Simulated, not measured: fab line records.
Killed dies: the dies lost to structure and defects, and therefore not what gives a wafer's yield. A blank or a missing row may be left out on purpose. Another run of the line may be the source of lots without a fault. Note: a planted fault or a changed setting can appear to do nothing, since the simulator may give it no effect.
Matching of chambers	flow gf180mcu	GF_V5_CVD_02 on pecvd-01 has 3 sister chambers
The step deposits SiO2 from TEOS, target thk 1450 nm, time 163.28 s. 18 wafers are shown with their chamber, then 9 later ones without.

== WAFERS PAIRED WITH THEIR CHAMBERS ==
wafer	chamber	heaterPowerW (W)
L075.1	1	607
L075.2	0	692
L075.3	2	754
L075.4	1	497
L075.5	2	639
L075.6	0	579
L077.1	1	586
L077.3	2	794
L077.4	1	629
L078.3	1	597
L078.4	1	490
L078.5	0	596
L080.3	0	644
L080.5	2	774
L080.6	0	708
L084.1	0	665
L084.2	2	743
L084.6	0	711

SIGNATURES (averages over the wafers above)
reading	chamber 0	chamber 1	chamber 2	scatter within a chamber
heaterPowerW	656.43	567.67	740.80	57
Rule: distance of a wafer from a chamber = root of the sum over the readings of ((wafer's reading minus chamber's mean) / reading's scatter) squared. The wafer belongs to the nearest chamber; if the next one is less than 2 further off, it can't be placed. The scatter: take each reading less its chamber's mean, square it, sum over the shown wafers, divide by the number of wafers less the number of chambers, and take the root.

== WAFERS WHOSE CHAMBER IS MISSING ==
wafer	heaterPowerW (W)
L085.1	570
L085.3	589
L085.6	784
L090.3	530
L090.5	796
L090.6	597
L091.2	562
L091.4	634
L091.5	583

== THE CHAMBER EACH PASSED THROUGH ==
wafer	from the rows above	in truth
L085.1	can't be placed: 1 or 0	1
L085.3	can't be placed: 1 or 0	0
L085.6	can't be placed: 2 or 0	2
L090.3	can't be placed: 1 or 0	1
L090.5	can't be placed: 2 or 0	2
L090.6	can't be placed: 1 or 0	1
L091.2	can't be placed: 1 or 0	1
L091.4	can't be placed: 0 or 1 or 2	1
L091.5	can't be placed: 1 or 0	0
Placed correctly: 0 of 9. Can't be placed from these rows: 9 (the true chamber is among the candidates in 9). Wrongly placed: 0.
